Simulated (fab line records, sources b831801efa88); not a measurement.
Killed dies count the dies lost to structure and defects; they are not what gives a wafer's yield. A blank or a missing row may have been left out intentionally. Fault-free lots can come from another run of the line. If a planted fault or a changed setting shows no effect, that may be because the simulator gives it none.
fab line records | flow gf180mcu
record lots=7 wafers=21 lastDay=34
route steps=602 shown DUAL_GATE@154 POLY_GATE@157
lots untouched by any fault: they come from a run of this same line in which no faults occurred
startH: hours from the record's first day to the start of the lot's first wafer shown | waitH: how many hours have passed since the lot's step before this one | " repeats the value in the row above | L1.1+2: several wafers, shown together as one row | - no value present, or no start provided | * or withheld: withheld | < > ~ a bound
route shown NAME@n: a module of which the file shows steps, and the number in the route of the first | usual: the fault-free wafers' mean and standard deviation | same: alike in all rows | chamber/n: place in a boat | sites: the reading at each site | _std_site: their standard deviation | _edge_site: the outer-site mean with the inner-site mean subtracted | radiusMm: how far each site lies from the wafer's centre | mask NAME#n: copy n | behind: the most recent tool/chamber to have shaped the wafer | hold: reason for holding the lot/hours on hold/outcome of the hold | device: whichever transistor did not switch (one of n, p or np) | end of line: at the end of the route, the tests of the same wafers | step lacking rows: just its recipe | killed: dies that structure and defects cost at the first sort, which is not the same as the wafer's yield | map: shows each die of a wafer: x if killed, . if not, _ if none is there
set.NAME: the setting the step ran with; set.NAME@STEP: the setting that earlier step ran with | model.NAME: the simulator's own value behind a step, which no gauge read
a table for each step, a row for each wafer; lots at some steps of the route
services: from which hour (startH, from the record's first day; less than 0 if before it) a tool's chamber was out of use, for how many hours, and why
## steps
# step GF_DUAL_GATE_STRIP_13
# recipe chemistry=O2/N2 powerW=1400 pressureMtorr=1500 platenTempC=250 o2FlowSccm=3000 n2FlowSccm=300 overashFraction=0.5
# usual drypumpMotorCurrentA=6.00/0.25 heaterPowerW=352/28 n2FlowSccm=300.0/1 oesProductAu=0.715/0.0044 stripTimeToEndpointS=12.64/0.033
# columns lot.wafer tool chamber startH waitH drypumpMotorCurrentA heaterPowerW n2FlowSccm oesProductAu rfHoursCounterH stripTimeToEndpointS
L833.2 plasmaAsher-02 0 211.47 0.0 6.15 307 299.5 0.710 60 12.67
L833.5 " 0 " " 6.16 297 301.7 0.714 - 12.65
L833.6 " 1 " " 5.65 384 298.9 0.716 - 12.66
L838.2 plasmaAsher-02 0 242.06 0.0 6.12 308 299.6 0.715 63 12.65
L838.5 " 0 " " 6.14 304 299.6 0.722 - 12.69
L838.6 " 1 " " 5.61 381 300.6 0.716 - 12.62
L843.1 plasmaAsher-02 0 286.54 0.0 6.14 299 298.8 0.712 68 12.60
L843.4 " 0 " " 6.12 307 297.6 0.720 - 12.62
L843.5 " 1 " " 5.63 368 299.3 0.724 - 12.59
L846.2 plasmaAsher-01 1 301.22 0.0 6.29 360 299.2 0.716 67 12.59
L846.4 " 0 " " 5.98 376 301.2 0.718 - 12.64
L846.6 " 0 " " 5.97 380 300.2 0.719 - 12.62
L847.1 plasmaAsher-02 1 309.01 0.0 5.65 370 300.2 0.721 70 12.63
L847.4 " 1 " " 5.66 369 300.4 0.712 - 12.66
L847.6 " 1 " " 5.64 374 299.7 0.714 - 12.66
L848.1 plasmaAsher-01 0 316.89 0.0 5.98 387 299.4 0.711 68 12.63
L848.3 " 1 " " 6.28 357 299.0 0.715 - 12.59
L848.6 " 1 " " 6.30 362 299.3 0.721 - 12.62
L850.1 plasmaAsher-02 1 330.71 0.0 5.63 383 300.2 0.722 72 12.66
L850.4 " 1 " " 5.63 371 299.4 0.717 - 12.64
L850.6 " 1 " " 5.63 375 300.2 0.710 - 12.60
# step GF_DUAL_GATE_CLEAN_14
# recipe chemistry=SC1/SC2 mix=1:4:20 tempC=70 timeS=150 dry=n2Spin
# step GF_DUAL_GATE_OXIDATION_15
# recipe tempC=850 ambient=O2 stabiliseS=600 purgeS=300 targetThkA=70.98 oxTimeS=1995
# step GF_POLY_GATE_CVD_00
# recipe material=poly-Si targetThkNm=200 tempC=620 timeS=1200 pressureMtorr=200
# step GF_POLY_GATE_THK_MEAS_01
# recipe reads=poly-Si_of_POLY_GATE_CVD_00
# usual POLY_GATE_CVD_00_THK=199.9/2
# columns lot.wafer tool chamber startH waitH POLY_GATE_CVD_00_THK[nm]
L833.2 filmMetro-02 - 215.91 0.0 201.9
L833.5 " - " " 202.5
L833.6 " - " " 202.6
L838.2 filmMetro-02 - 246.82 0.0 200.2
L838.5 " - " " 198.9
L838.6 " - " " 200.8
L843.1 filmMetro-02 - 291.48 0.0 201.1
L843.4 " - " " 202.3
L843.5 " - " " 200.1
L846.2 filmMetro-03 - 305.39 0.0 199.6
L846.4 " - " " 200.6
L846.6 " - " " 199.5
L847.1 filmMetro-03 - 312.76 0.0 198.7
L847.4 " - " " 198.1
L847.6 " - " " 197.4
L848.1 filmMetro-02 - 320.59 0.0 203.6
L848.3 " - " " 202.1
L848.6 " - " " 203.7
L850.1 filmMetro-02 - 336.08 0.0 200.6
L850.4 " - " " 198.6
L850.6 " - " " 201.7
# step GF_POLY_GATE_DEHYDRATE_02
# recipe tempC=200 timeS=60
# step GF_POLY_GATE_HMDS_03
# recipe primeTimeS=60 primeTempC=120
# step GF_POLY_GATE_COAT_04
# recipe resist=BARC tempC=withheld timeS=withheld spinRpm=withheld resistThkNm=withheld
# step GF_POLY_GATE_COAT_05
# recipe resist=KrF spinRpm=withheld resistThkNm=700
# step GF_POLY_GATE_SOFTBAKE_06
# recipe tempC=130 timeS=60 resist=KrF
# step GF_POLY_GATE_EXPOSE_07
# recipe maskId=Poly2 targetCdNm=280 na=0.68 sourceShape=conventional sigmaOuter=0.6 doseMj=28
# step GF_POLY_GATE_PEB_08
# recipe pebTempC=135 pebTimeS=90 resist=KrF
# step GF_POLY_GATE_DEVELOP_09
# recipe developTimeS=60 resist=KrF devTempC=21
# usual chillPlateTempC=22.98/0.11 developTimeS=60/0
# columns lot.wafer tool chamber startH waitH chillPlateTempC developTimeS model.KrF_of_POLY_GATE_COAT_05.thkNm
L833.2 lithoTrack-01 0 233.43 0.2 23.03 60 686.9
L833.5 " 0 " " 22.90 60 686
L833.6 " 0 " " 23.01 60 686.7
L838.2 lithoTrack-04 0 266.35 0.2 23.14 60 688
L838.5 " 0 " " 22.96 60 687.1
L838.6 " 0 " " 22.98 60 689.4
L843.1 lithoTrack-01 0 311.10 0.2 22.95 60 690.7
L843.4 " 0 " " 22.88 60 690.5
L843.5 " 0 " " 23.01 60 691.3
L846.2 lithoTrack-01 - 326.63 0.2 - - 702.2
L846.4 " - " " - - 699.5
L846.6 " - " " - - 700.6
L847.1 lithoTrack-03 - 332.77 0.2 - - 701.3
L847.4 " - " " - - 701.4
L847.6 " - " " - - 699.5
L848.1 lithoTrack-01 - 341.00 0.2 - - 704.3
L848.3 " - " " - - 701.2
L848.6 " - " " - - 705.4
L850.1 lithoTrack-03 0 357.57 0.2 23.09 60 684.4
L850.4 " 0 " " 22.95 60 684.5
L850.6 " 0 " " 23.04 60 683.3
# step GF_POLY_GATE_CD_MEAS_10
# recipe targetCdNm=280
# usual cdNm=280.0/1
# columns lot.wafer tool chamber startH waitH cdNm
L833.2 cdSem-01 - 233.57 0.1 279.3
L833.5 " - " " 277.7
L833.6 " - " " 279.3
L838.2 cdSem-02 - 266.49 0.1 278.8
L838.5 " - " " 279.3
L838.6 " - " " 278.5
L843.1 cdSem-01 - 311.25 0.1 281.1
L843.4 " - " " 279.0
L843.5 " - " " 279.3
L846.2 cdSem-02 - 326.77 0.1 -
L846.4 " - " " -
L846.6 " - " " -
L847.1 cdSem-01 - 332.92 0.1 -
L847.4 " - " " -
L847.6 " - " " -
L848.1 cdSem-01 - 341.15 0.1 -
L848.3 " - " " -
L848.6 " - " " -
L850.1 cdSem-02 - 357.72 0.1 280.2
L850.4 " - " " 280.5
L850.6 " - " " 280.0
## services
# columns tool chamber startH hours kind
lithoTrack-04 - 216.64 - consumableReplace:filter
plasmaAsher-02 - 283.25 3.1 repair
lithoTrack-04 - 346.43 - consumableReplace:filter
## key
firstSign step=GF_POLY_GATE_DEVELOP_09 reading=toolRecord direction=missing
effect none on later readings
modelEffect step=GF_POLY_GATE_DEVELOP_09 value=KrF_of_POLY_GATE_COAT_05.thkNm without=686.8 struck=701.7
metAt GF_POLY_GATE_DEVELOP_09
struckWafers L846.2,L846.4,L846.6,L847.1,L847.4,L847.6,L848.1,L848.3,L848.6
laterRowsLeftOut L846.2,L846.4,L846.6,L847.1,L847.4,L847.6,L848.1,L848.3,L848.6
sortLeftOut L846.2,L846.4,L846.6,L847.1,L847.4,L847.6,L848.1,L848.3,L848.6
testerLeftOut L846,L847,L848
onsetBetween 311.10 326.63
fault kind=skippedStepWhole tool=lithoTrack-01,lithoTrack-03 chamber=- onsetH=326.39 steps=GF_POLY_GATE_DEVELOP_09 scope=struckLotsOnly
# testerLeftOut: of these lots the tester's yield and bins aren't shown, on N5 and GAA mostly nor the transistor test; their killed dies are dies lost to structure and defects alone, not to doping, threshold or leakage, so they don't give the yield
# sortLeftOut: the simulated sort isn't trusted on such a fault, so these wafers' sort isn't shown, and their yield isn't known
# laterRowsLeftOut: the simulator's readings of these wafers behind a module that went badly wrong aren't trusted and aren't shown, but for the sort
